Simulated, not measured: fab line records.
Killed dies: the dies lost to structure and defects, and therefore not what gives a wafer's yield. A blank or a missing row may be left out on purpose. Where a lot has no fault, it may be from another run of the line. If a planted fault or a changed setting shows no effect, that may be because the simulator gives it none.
Comparing a struck lot with a sound one | flow gf180mcu | 21 out of 602 route steps
Sound: these wafers, L545.2, L545.3, L545.4. Wafers L554.1, L554.2, L554.4 were the ones struck. At the end, the cause is stated.
At each step with rows: each side's tool, then ch and its chambers, then its first start. Under that, the readings that differ: sound wafers | struck wafers | difference of the means | sigmas: that difference in standard deviations of wafers without a fault.
alike: readings with means less than 2 such deviations apart, plus words and numbers identical on both sides. not compared: withheld readings, readings lacking a value on some wafer, bounds such as >300 that could conceal the same value, and numbers that have no deviation in the record and whose values overlap.
A row with sigmas, a row that says differs or no value, or rows on one side alone: a step with any of these is where the two part. Numbers that have no deviation but don't overlap get no sigmas and don't part them. Lack of a reading on every wafer of one side parts them only where that side has two or more wafers.

first, 1 step without rows for these wafers: GF_NSD_IMPLANT_10.
GF_NSD_STRIP_11: strips in O2/N2.
  sound on plasma-asher-01 ch 0,1, day 14 10:07; struck on plasma-asher-04 ch 0,1, day 17 17:05
  alike: drypump-motor-current-A, heater-power-w, oes-product-au, platen-temp-c, strip-time-to-endpoint-s
  not compared: rf-hours-counter-h
GF_NSD_TW_MEAS_12:
  struck on film-metro-02, day 17 17:11; sound on film-metro-01, day 14 10:14
  alike: NSD_TW
then, 7 steps without rows for these wafers: GF_PSD_DEHYDRATE_00 (time 60 s); GF_PSD_HMDS_01 (prime time 60 s); GF_PSD_COAT_02 (resist thk 1000 nm); GF_PSD_SOFTBAKE_03 (time 60 s); GF_PSD_EXPOSE_04 (exposes mask Pplus, target cd 400 nm); GF_PSD_PEB_05; GF_PSD_DEVELOP_06 (develop time 60 s).
GF_PSD_CD_MEAS_07 targets a cd of 400 nm.
  struck on cd-sem-01, day 18 15:53; sound on cd-sem-01, day 15 06:55
  alike: cd-nm
GF_PSD_OVL_MEAS_08:
  struck on overlay-01, day 18 16:00; sound on overlay-02, day 15 07:01
  reading      | sound          | struck      | difference | sigmas
  PSD_OVL (nm) | -1.3 -1.7 -1.7 | 2.3 1.6 1.4 | +3.3       | +3
GF_PSD_IMPLANT_09:
  sound on implanter-01 ch 0, day 15 07:04; struck on implanter-04 ch 0, day 18 16:02
  reading                   | sound             | struck            | difference | sigmas
  implant-ion-amu           | 49 49 49          | 11 11 11          | -38        |
  model.implant.rp-nm (nm)  | 31.42 31.42 31.42 | 128.1 128.1 128.1 | +96.7      |
  model.implant.drp-nm (nm) | 15.87 15.87 15.87 | 51.31 51.31 51.31 | +35.44     |
  alike: dose-ions-cm2, faraday-current-uA, tilt-deg
GF_PSD_STRIP_10: strips in O2/N2.
  sound on plasma-asher-02 ch 0,1, day 15 07:12; struck on plasma-asher-02 ch 0,1, day 18 16:11
  reading                      | sound             | struck            | difference | sigmas
  oes-product-au (a.u.)        | 0.597 0.588 0.599 | 0.636 0.637 0.636 | +0.042     | +9
  strip-time-to-endpoint-s (s) | 16.47 16.52 16.49 | 14.78 14.81 14.80 | -1.70      | -46
  alike: drypump-motor-current-A, heater-power-w, platen-temp-c
  not compared: rf-hours-counter-h
GF_PSD_TW_MEAS_11:
  struck on film-metro-02, day 18 16:17; sound on film-metro-01, day 15 07:19
  reading | sound          | struck         | difference | sigmas
  PSD_TW  | 3146 3138 3124 | 2131 2141 2134 | -1001      | -33
then, 1 step without rows for these wafers: GF_PSD_CLEAN_12 (cleans in SC1/SC2, time 150 s).
GF_PSD_RTA_13: time 20 s.
  sound on rtp-anneal-02 ch 0, day 15 07:25; struck on rtp-anneal-01 ch 0, day 18 16:23
  reading            | sound             | struck            | difference | sigmas
  lamp-power-pct (%) | 34.16 34.23 34.21 | 34.60 34.65 34.60 | +0.42      | +2
  alike: wafer_temp_C_max
GF_PSD_RS_MEAS_14: uses a four-point probe to measure.
  struck on film-metro-03, day 18 16:29; sound on film-metro-03, day 15 07:31
  alike: NSD_RS
GF_PSD_RS_MEAS_15: uses a four-point probe to measure.
  struck on film-metro-03, day 18 16:36; sound on film-metro-03, day 15 07:38
  reading         | sound                | struck            | difference | sigmas
  PSD_RS (ohm/sq) | 108.26 108.37 108.43 | 78.76 78.95 78.91 | -29.48     | -99 or more
GF_SAB_CVD_00: deposits SiO2 from TEOS, target thk 50 nm, time 4.9302 s.
  sound on pecvd-04 ch 0,1, day 15 07:44; struck on pecvd-04 ch 0,1,2, day 18 16:43
  alike: heater-power-w
GF_PASSIVATION_PROBE_99:
  rows exist in the record for the sound wafers here (prober-02, day 30 00:17), none for the struck ones

## WHERE THEY PART
Earliest at GF_PSD_OVL_MEAS_08; latest, in this record, at GF_PASSIVATION_PROBE_99.

WHY: whatever the simulator had introduced
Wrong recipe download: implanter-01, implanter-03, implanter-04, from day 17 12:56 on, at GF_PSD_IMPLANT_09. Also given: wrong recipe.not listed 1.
